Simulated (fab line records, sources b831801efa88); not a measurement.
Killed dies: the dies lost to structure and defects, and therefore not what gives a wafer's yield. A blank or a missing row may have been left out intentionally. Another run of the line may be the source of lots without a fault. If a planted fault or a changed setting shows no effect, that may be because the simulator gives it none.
Split-lot trial || flow sky130 || 23 wafers read across 5 lots, on a route 708 steps long

## SPLIT DETAILS
At SKY_LI_CONTACT_COAT_06 (resist thk 60 nm), the setting resist_thk_nm was moved away from the recipe's 60 nm on 10 of the 23 wafers read, by -4.9% to +3.5%. For the rest of the wafers, this setting stayed at what the recipe calls for.

## FROM THE SPLIT TO THE READING: what the file shows between them, 2 steps
- SKY_LI_CONTACT_COAT_07: resist thk 450 nm
- SKY_LI_CONTACT_SOFTBAKE_08: time 90 s

## THE READING
oes_product_au, in a.u., at SKY_LI_CONTACT_ETCH_14 (etches BARC in N2/H2, stops on SiO2, time 45.9 s, target depth 60 nm). A value of 0.855 a.u. with a standard deviation of 0.0048 a.u. is what fault-free wafers of this fab line usually give.

{"wafer": "L075.1", "tool, chamber at the split": "litho_track-01, 0", "resist_thk_nm as run, nm": 60, "against the recipe": "recipe", "oes_product_au, a.u.": 0.848, "against lot-mates on the recipe": "-"}
{"wafer": "L075.2", "tool, chamber at the split": "litho_track-01, 0", "resist_thk_nm as run, nm": 62.09, "against the recipe": "+3.5%", "oes_product_au, a.u.": 0.870, "against lot-mates on the recipe": "+0.020"}
{"wafer": "L075.3", "tool, chamber at the split": "litho_track-01, 0", "resist_thk_nm as run, nm": 62.09, "against the recipe": "+3.5%", "oes_product_au, a.u.": 0.874, "against lot-mates on the recipe": "+0.024"}
{"wafer": "L075.4", "tool, chamber at the split": "litho_track-01, 0", "resist_thk_nm as run, nm": 60, "against the recipe": "recipe", "oes_product_au, a.u.": 0.852, "against lot-mates on the recipe": "-"}
{"wafer": "L075.5", "tool, chamber at the split": "litho_track-01, 0", "resist_thk_nm as run, nm": 62.09, "against the recipe": "+3.5%", "oes_product_au, a.u.": 0.877, "against lot-mates on the recipe": "+0.027"}
{"wafer": "L078.2", "tool, chamber at the split": "litho_track-04, 0", "resist_thk_nm as run, nm": 57.98, "against the recipe": "-3.4%", "oes_product_au, a.u.": 0.842, "against lot-mates on the recipe": -0.012}
{"wafer": "L078.3", "tool, chamber at the split": "litho_track-04, 0", "resist_thk_nm as run, nm": 60, "against the recipe": "recipe", "oes_product_au, a.u.": 0.860, "against lot-mates on the recipe": "-"}
{"wafer": "L078.4", "tool, chamber at the split": "litho_track-04, 0", "resist_thk_nm as run, nm": 57.98, "against the recipe": "-3.4%", "oes_product_au, a.u.": 0.840, "against lot-mates on the recipe": -0.014}
{"wafer": "L078.5", "tool, chamber at the split": "litho_track-04, 0", "resist_thk_nm as run, nm": 60, "against the recipe": "recipe", "oes_product_au, a.u.": 0.852, "against lot-mates on the recipe": "-"}
{"wafer": "L078.6", "tool, chamber at the split": "litho_track-04, 0", "resist_thk_nm as run, nm": 60, "against the recipe": "recipe", "oes_product_au, a.u.": 0.850, "against lot-mates on the recipe": "-"}
{"wafer": "L079.2", "tool, chamber at the split": "litho_track-01, 0", "resist_thk_nm as run, nm": 57.08, "against the recipe": "-4.9%", "oes_product_au, a.u.": 0.832, "against lot-mates on the recipe": -0.031}
{"wafer": "L079.3", "tool, chamber at the split": "litho_track-01, 0", "resist_thk_nm as run, nm": 60, "against the recipe": "recipe", "oes_product_au, a.u.": 0.861, "against lot-mates on the recipe": "-"}
{"wafer": "L079.4", "tool, chamber at the split": "litho_track-01, 0", "resist_thk_nm as run, nm": 60, "against the recipe": "recipe", "oes_product_au, a.u.": 0.860, "against lot-mates on the recipe": "-"}
{"wafer": "L079.5", "tool, chamber at the split": "litho_track-01, 0", "resist_thk_nm as run, nm": 60, "against the recipe": "recipe", "oes_product_au, a.u.": 0.869, "against lot-mates on the recipe": "-"}
{"wafer": "L079.6", "tool, chamber at the split": "litho_track-01, 0", "resist_thk_nm as run, nm": 57.08, "against the recipe": "-4.9%", "oes_product_au, a.u.": 0.836, "against lot-mates on the recipe": -0.027}
{"wafer": "L080.2", "tool, chamber at the split": "litho_track-02, 0", "resist_thk_nm as run, nm": 59.01, "against the recipe": "-1.7%", "oes_product_au, a.u.": 0.852, "against lot-mates on the recipe": -0.001}
{"wafer": "L080.3", "tool, chamber at the split": "litho_track-02, 0", "resist_thk_nm as run, nm": 60, "against the recipe": "recipe", "oes_product_au, a.u.": 0.854, "against lot-mates on the recipe": "-"}
{"wafer": "L080.4", "tool, chamber at the split": "litho_track-02, 0", "resist_thk_nm as run, nm": 59.01, "against the recipe": "-1.7%", "oes_product_au, a.u.": 0.853, "against lot-mates on the recipe": "+0.000"}
{"wafer": "L080.5", "tool, chamber at the split": "litho_track-02, 0", "resist_thk_nm as run, nm": 59.01, "against the recipe": "-1.7%", "oes_product_au, a.u.": 0.851, "against lot-mates on the recipe": -0.002}
{"wafer": "L080.6", "tool, chamber at the split": "litho_track-02, 0", "resist_thk_nm as run, nm": 60, "against the recipe": "recipe", "oes_product_au, a.u.": 0.852, "against lot-mates on the recipe": "-"}
{"wafer": "L084.1", "tool, chamber at the split": "litho_track-02, 0", "resist_thk_nm as run, nm": 60, "against the recipe": "recipe", "oes_product_au, a.u.": 0.856, "against lot-mates on the recipe": "-"}
{"wafer": "L084.3", "tool, chamber at the split": "litho_track-02, 0", "resist_thk_nm as run, nm": 60, "against the recipe": "recipe", "oes_product_au, a.u.": 0.862, "against lot-mates on the recipe": "-"}
{"wafer": "L084.6", "tool, chamber at the split": "litho_track-02, 0", "resist_thk_nm as run, nm": 60, "against the recipe": "recipe", "oes_product_au, a.u.": 0.855, "against lot-mates on the recipe": "-"}

THE FIT
A straight line over all 23 wafers: oes_product_au changes by +0.00462 a.u. for each +1% of resist_thk_nm; r = +0.91; the points scatter about the line by 0.0048 a.u.
The same after taking each lot's own level away (the mean of its wafers on the recipe; 23 wafers): +0.00564 a.u. for each +1%; r = +0.94; scatter 0.0045 a.u.
According to that fit, moving resist_thk_nm by its largest amount changes the reading by 0.027 a.u.
Measured against the standard deviation above, the lots' own levels, which go from 0.8500 to 0.8633 a.u., span 2.8 times it.
So the lot-to-lot level changes the slope: the two fits differ.
Check: with one of the wafers moved furthest among these (-4.9%) left out of the fit, the line predicts -0.0239 a.u. for it against its lot-mates. Against them it came out at -0.0313 a.u.

## ADDITIONAL SPLITS CARRIED BY THESE WAFERS
Note: prior to the reading, these wafers also went through further splits. Each is held against what the fit with the lots' levels taken away leaves over:
{"other split on the same wafers": "SKY_RES_XHIGH_COAT_02 resist_thk_nm", "wafers away from the commonest value": 10, "r with oes_product_au (lot level and that fit taken away)": -0.43}
{"other split on the same wafers": "SKY_RES_XHIGH_DEVELOP_06 dev_temp_c", "wafers away from the commonest value": 8, "r with oes_product_au (lot level and that fit taken away)": "+0.08"}
{"other split on the same wafers": "SKY_SD_N_IMPLANT_09 energy_kev", "wafers away from the commonest value": 6, "r with oes_product_au (lot level and that fit taken away)": -0.09}
{"other split on the same wafers": "SKY_SD_N_STRIP_11 o2_flow_sccm", "wafers away from the commonest value": 7, "r with oes_product_au (lot level and that fit taken away)": "+0.06"}
{"other split on the same wafers": "SKY_LI_CONTACT_HDPCVD_00 time_s", "wafers away from the commonest value": 5, "r with oes_product_au (lot level and that fit taken away)": "+0.06"}

## THE WHOLE CHAIN: every reading that the file lists as answering this split, in the file's order
{"step": "SKY_LI_CONTACT_ETCH_14", "what it does": "etches BARC in N2/H2, stops on SiO2, time 45.9 s, target depth 60 nm", "reading": "oes_product_au", "change (the file's fit)": "+0.00546 a.u. for each +1% of the setting", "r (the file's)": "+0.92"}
{"step": "SKY_LI_CONTACT_ETCH_14", "what it does": "etches BARC in N2/H2, stops on SiO2, time 45.9 s, target depth 60 nm", "reading": "etch.depth_nm (the simulator's own value, which no gauge read)", "change (the file's fit)": "+0.612 nm for each +1% of the setting", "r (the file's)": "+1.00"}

## FILE'S OWN FIT
oes_product_au changes by +0.00546 a.u. for each +1% of resist_thk_nm, r = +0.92.
